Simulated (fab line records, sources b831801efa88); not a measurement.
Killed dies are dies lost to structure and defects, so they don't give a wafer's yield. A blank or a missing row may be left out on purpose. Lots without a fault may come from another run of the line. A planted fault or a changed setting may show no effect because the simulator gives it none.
Which tool did it? | flow gf180mcu | 13 lots, 39 wafers sampled, at 4 steps of a route of 602

WHAT THE GAUGES READ, wafer by wafer
GF_PASSIVATION_BOW_MEAS_14. Usual: PASSIVATION_BOW 137 um, standard deviation 9.6.
lot  | measured     | on            | PASSIVATION_BOW (um) | flag
L542 | day 29 13:59 | film_metro-02 | 122 116 132          |
L543 | day 30 10:00 | film_metro-04 | 138 137 141          |
L544 | day 30 12:15 | film_metro-04 | 135 129 132          |
L545 | day 30 14:04 | film_metro-01 | 136 136 132          |
L546 | day 30 21:18 | film_metro-01 | 146 140 131          |
L547 | day 31 05:40 | film_metro-02 | 121 123 120          |
L548 | day 31 18:10 | film_metro-01 | 124 121 135          |
L549 | day 32 00:12 | film_metro-01 | 138 155 144          |
L553 | day 32 20:10 | film_metro-02 | 131 133 130          |
L554 | day 32 19:59 | film_metro-04 | 147 128 138          |
L555 | day 33 07:30 | film_metro-04 | 135 135 128          |
L563 | day 35 01:48 | film_metro-04 | 124 120 129          |
L564 | day 35 14:35 | film_metro-01 | 142 142 140          |

WHICH TOOL RAN EACH LOT (tool, then ch and the chambers of the sampled wafers, then the start)
lot  | GF_CONTACT_ETCH_17                 | GF_V5_CMP_26                  | GF_PASSIVATION_CVD_02
L542 | rie_diel-02 ch 0,1,2, day 16 12:00 | cmp-01 ch 0,2,3, day 27 19:23 | pecvd-02 ch 1,2, day 28 16:37
L543 | rie_diel-04 ch 0,1, day 17 04:00   | cmp-01 ch 0,1,3, day 28 16:08 | pecvd-01 ch 0,1,2, day 29 13:11
L544 | rie_diel-03 ch 0,1, day 17 15:00   | cmp-01 ch 2,3, day 28 18:26   | pecvd-03 ch 0,1, day 29 15:07
L545 | rie_diel-02 ch 0,1,3, day 17 23:00 | cmp-01 ch 0,1,3, day 28 20:25 | pecvd-03 ch 0,1,2, day 29 17:29
L546 | rie_diel-03 ch 0,1,2, day 18 06:00 | cmp-01 ch 0,1, day 29 05:23   | pecvd-03 ch 1,2, day 30 01:14
L547 | rie_diel-03 ch 0,2,3, day 18 12:00 | cmp-02 ch 1,2,3, day 29 12:09 | pecvd-02 ch 0,1, day 30 08:56
L548 | rie_diel-04 ch 0,1,3, day 19 09:00 | cmp-01 ch 0,1,3, day 30 03:22 | pecvd-03 ch 0,1,2, day 30 23:01
L549 | rie_diel-04 ch 0,2,3, day 19 13:00 | cmp-01 ch 0,1,3, day 30 08:17 | pecvd-02 ch 0,1, day 31 04:08
L553 | rie_diel-02 ch 0,3, day 20 19:00   | cmp-01 ch 0,1, day 31 05:38   | pecvd-02 ch 0,1,2, day 32 01:02
L554 | rie_diel-04 ch 0,2,3, day 21 00:00 | cmp-02 ch 1,2, day 31 06:06   | pecvd-03 ch 0,1,2, day 32 00:56
L555 | rie_diel-03 ch 0,1,3, day 21 11:00 | cmp-01 ch 0,1,2, day 31 19:38 | pecvd-03 ch 0,1,2, day 32 13:56
L563 | rie_diel-02 ch 0,2,3, day 24 00:00 | cmp-02 ch 0,1,3, day 33 14:34 | pecvd-02 ch 0,2, day 34 08:16
L564 | rie_diel-03 ch 1,2, day 24 19:00   | cmp-02 ch 0,3, day 34 05:44   | pecvd-02 ch 0,2, day 34 22:38
- GF_CONTACT_ETCH_17: etches SiO2 in C4F8/O2/Ar, stops on CoSi2, target depth 860 nm.
- GF_V5_CMP_26: polishes, stops on SiO2, t overpolish 15 s, target thk 0 nm.
- GF_PASSIVATION_CVD_02: deposits Si3N4, target thk 700 nm, time 486.18 s.

WHAT THE TOOLS THEMSELVES READ (means of the sampled wafers that have a number; where no wafer has one, the mark that the record gives instead)
GF_CONTACT_ETCH_17. Usual: oes_product_au 0.816 a.u., standard deviation 0.005.
lot  | tool        | oes_product_au (a.u.) | flag
L542 | rie_diel-02 | 0.814                 |
L543 | rie_diel-04 | 0.819                 |
L544 | rie_diel-03 | 0.818                 |
L545 | rie_diel-02 | 0.815                 |
L546 | rie_diel-03 | 0.809                 |
L547 | rie_diel-03 | 0.813                 |
L548 | rie_diel-04 | 0.815                 |
L549 | rie_diel-04 | 0.818                 |
L553 | rie_diel-02 | 0.812                 |
L554 | rie_diel-04 | 0.815                 |
L555 | rie_diel-03 | 0.812                 |
L563 | rie_diel-02 | 0.817                 |
L564 | rie_diel-03 | 0.820                 |

GF_V5_CMP_26. Usual: motor_current_A 10.8 A, standard deviation 1.4; overpolish_run_s 15.001 s, standard deviation 0.011; slurry_filter_dp_kPa 13.49 kPa, standard deviation 0.15; time_to_endpoint_s 87 s, standard deviation 3.2.
lot  | tool   | motor_current_A (A) | overpolish_run_s (s) | slurry_filter_dp_kPa (kPa) | time_to_endpoint_s (s) | flag
L542 | cmp-01 | 11.6                | 15.007               | 13.59                      | 86                     |
L543 | cmp-01 | 11.4                | 15.001               | 13.56                      | 88                     |
L544 | cmp-01 | 11.7                | 15.002               | 13.43                      | 89                     |
L545 | cmp-01 | 11.3                | 14.997               | 13.42                      | 87                     |
L546 | cmp-01 | 11.6                | 14.998               | 13.50                      | 85                     |
L547 | cmp-02 | 10.9                | 14.986               | 13.48                      | 91                     |
L548 | cmp-01 | 12.0                | 15.001               | 13.55                      | 86                     |
L549 | cmp-01 | 11.6                | 14.991               | 13.54                      | 86                     |
L553 | cmp-01 | 11.5                | 14.997               | 13.61                      | 88                     |
L554 | cmp-02 | 11.6                | 15.005               | 13.43                      | 88                     |
L555 | cmp-01 | 11.3                | 14.997               | 13.42                      | 88                     |
L563 | cmp-02 | 9.8                 | 14.999               | 13.47                      | 89                     |
L564 | cmp-02 | 8.9                 | 14.997               | 13.65                      | 90                     |

GF_PASSIVATION_CVD_02. Usual: heater_power_w 691 W, standard deviation 120.
lot  | tool     | heater_power_w (W) | flag
L542 | pecvd-02 | 681                |
L543 | pecvd-01 | 564                |
L544 | pecvd-03 | 851                |
L545 | pecvd-03 | 864                |
L546 | pecvd-03 | 826                |
L547 | pecvd-02 | 621                |
L548 | pecvd-03 | 876                |
L549 | pecvd-02 | 667                |
L553 | pecvd-02 | 684                |
L554 | pecvd-03 | 830                |
L555 | pecvd-03 | 833                |
L563 | pecvd-02 | 622                |
L564 | pecvd-02 | 599                |

THE ANSWER, worked out from the rows above alone
Rule: a lot is off if the mean of its wafers that have a number lies more than 3 standard deviations from the usual mean. A lot without any number at a reading at which 4 lots or more have one is off too. The other lots that the step has rows for count as sound. The gauges are gone through in route order, then the tools' own readings, and for those a lot's mean is taken as printed above. The first step at which some lot is off is used, and at that step the reading that is off furthest; a lot without a number counts as furthest.
No lot is off at any reading shown: from this, nothing can be told.

WHAT THE SIMULATOR HAD PUT IN
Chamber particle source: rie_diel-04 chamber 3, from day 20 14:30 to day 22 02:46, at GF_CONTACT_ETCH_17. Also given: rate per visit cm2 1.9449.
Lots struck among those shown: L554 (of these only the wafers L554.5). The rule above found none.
